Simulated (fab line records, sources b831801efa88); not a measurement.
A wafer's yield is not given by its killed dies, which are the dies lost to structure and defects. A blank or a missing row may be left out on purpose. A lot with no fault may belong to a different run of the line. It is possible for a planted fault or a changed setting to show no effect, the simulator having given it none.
Which of the tools did it? ; flow gf180mcu ; 33 wafers from 11 lots sampled at 5 of the route's 602 steps

## WHAT THE GAUGES READ, wafer by wafer
GF_M4_RS_MEAS_05: measures by four-point-probe.
lot;measured;on;M4_ALCU_RS (ohm/sq)
L184;day 22 10:05;film metro-03;0.0682 0.0685 0.0685
L185;day 22 18:52;film metro-04;0.0703 0.0710 0.0707
L186;day 23 15:19;film metro-03;0.0690 0.0691 0.0694
L188;day 23 20:44;film metro-04;0.0705 0.0700 0.0698
L190;day 24 16:33;film metro-01;0.0691 0.0691 0.0696
L195;day 26 04:46;film metro-03;0.0693 0.0694 0.0702
L196;day 26 15:48;film metro-01;0.0468 0.0688 0.0693 0.0468 0.0688 0.0694
L203;day 28 19:05;film metro-01;0.0694 0.0693 0.0689
L205;day 29 03:44;film metro-03;0.0696 0.0694 0.0702
L206;day 29 11:11;film metro-01;0.0687 0.0691 0.0685
L207;day 29 13:58;film metro-03;0.0700 0.0701 0.0699

## WHAT TOOL EACH LOT RAN ON (gives the tool, then ch and the chambers of the sampled wafers, and finally the start)
lot;GF_HV_LDD_STRIP_49;GF_V1_CMP_26;GF_V2_ETCH_16;GF_M4_SPUTTER_02
L184;plasma asher-04 ch 0,1, day 12 09:05;cmp-01 ch 0,2, day 18 03:22;rie diel-03 ch 0,2, day 20 06:02;pvd sputter-02, day 22 09:57
L185;plasma asher-04 ch 0,1, day 12 15:28;cmp-02 ch 2,3, day 18 12:04;rie diel-01 ch 0,1, day 20 15:29;pvd sputter-03, day 22 18:43
L186;plasma asher-01 ch 0,1, day 13 08:23;cmp-01 ch 0,1,2, day 19 09:37;rie diel-01 ch 1,2,3, day 21 12:02;pvd sputter-01, day 23 15:12
L188;plasma asher-01 ch 0,1, day 13 16:30;cmp-02 ch 0,1,2, day 19 16:58;rie diel-03 ch 0,2,3, day 21 18:08;pvd sputter-01, day 23 20:39
L190;plasma asher-02 ch 0,1, day 14 09:51;cmp-02 ch 0,1,3, day 20 13:47;rie diel-04 ch 0,2, day 22 15:46;pvd sputter-01, day 24 16:28
L195;plasma asher-02 ch 0,1, day 15 23:05;cmp-02 ch 0,1,3, day 22 05:50;rie diel-04 ch 0,3, day 24 04:53;pvd sputter-01, day 26 04:40
L196;plasma asher-02 ch 0,1, day 16 08:29;cmp-02 ch 0,1,2, day 22 17:16;rie diel-01 ch 1,2, day 24 15:56;pvd sputter-01, day 26 15:41
L203;plasma asher-04 ch 0,1, day 18 21:13;cmp-01 ch 1,2,3, day 25 02:22;rie diel-04 ch 0,1,3, day 26 22:35;pvd sputter-03, day 28 18:58
L205;plasma asher-01 ch 0,1, day 19 06:29;cmp-01 ch 0,1, day 25 12:12;rie diel-03 ch 1,3, day 27 07:26;pvd sputter-02, day 29 03:38
L206;plasma asher-02 ch 0,1, day 19 17:20;cmp-01 ch 1,2,3, day 25 21:14;rie diel-04 ch 0,1,2, day 27 16:20;pvd sputter-02, day 29 11:06
L207;plasma asher-04 ch 0,1, day 19 22:05;cmp-01 ch 1,2,3, day 25 23:34;rie diel-04 ch 0,1,3, day 27 17:32;pvd sputter-02, day 29 13:52
- GF_HV_LDD_STRIP_49: strips in O2/N2.
- GF_V1_CMP_26: polishes, stops on SiO2, t overpolish 15 s, target thk 0 nm.
- GF_V2_ETCH_16: etches BARC in N2/H2.
- GF_M4_SPUTTER_02: material AlCu, target thk 450 nm, time 23.9 s.

## THE ANSWER, worked out from the rows above alone
Rule: what is usual is taken from the lots themselves. The widest of any qualifying gaps counts: lots, ordered by their means at a reading, are off when they make up no more than a third of the lots, leave a main group of 4 or more, and stand apart from it by 3 or more times the standard deviation of that group's means. Not used: any main group whose means are identical at the precision the tables above print for the reading. A lot without any number at a reading at which 4 lots or more have one is off too. All remaining lots with rows at the step are treated as sound.
Off: at GF_M4_RS_MEAS_05 (M4_ALCU_RS), L196. For the main group the mean is 0.0695 ohm/sq and the standard deviation 0.00064.
A tool fits if, at a process step before that reading, it ran every lot that is off, and no sound lot after the first of them. The gauges at GF_M4_RS_MEAS_05 are tried like those tools. Can't be told from this: 3 tools fit, cmp-02 at GF_V1_CMP_26, rie diel-01 at GF_V2_ETCH_16, pvd sputter-01 at GF_M4_SPUTTER_02.

## WHAT THE SIMULATOR HAD INSERTED
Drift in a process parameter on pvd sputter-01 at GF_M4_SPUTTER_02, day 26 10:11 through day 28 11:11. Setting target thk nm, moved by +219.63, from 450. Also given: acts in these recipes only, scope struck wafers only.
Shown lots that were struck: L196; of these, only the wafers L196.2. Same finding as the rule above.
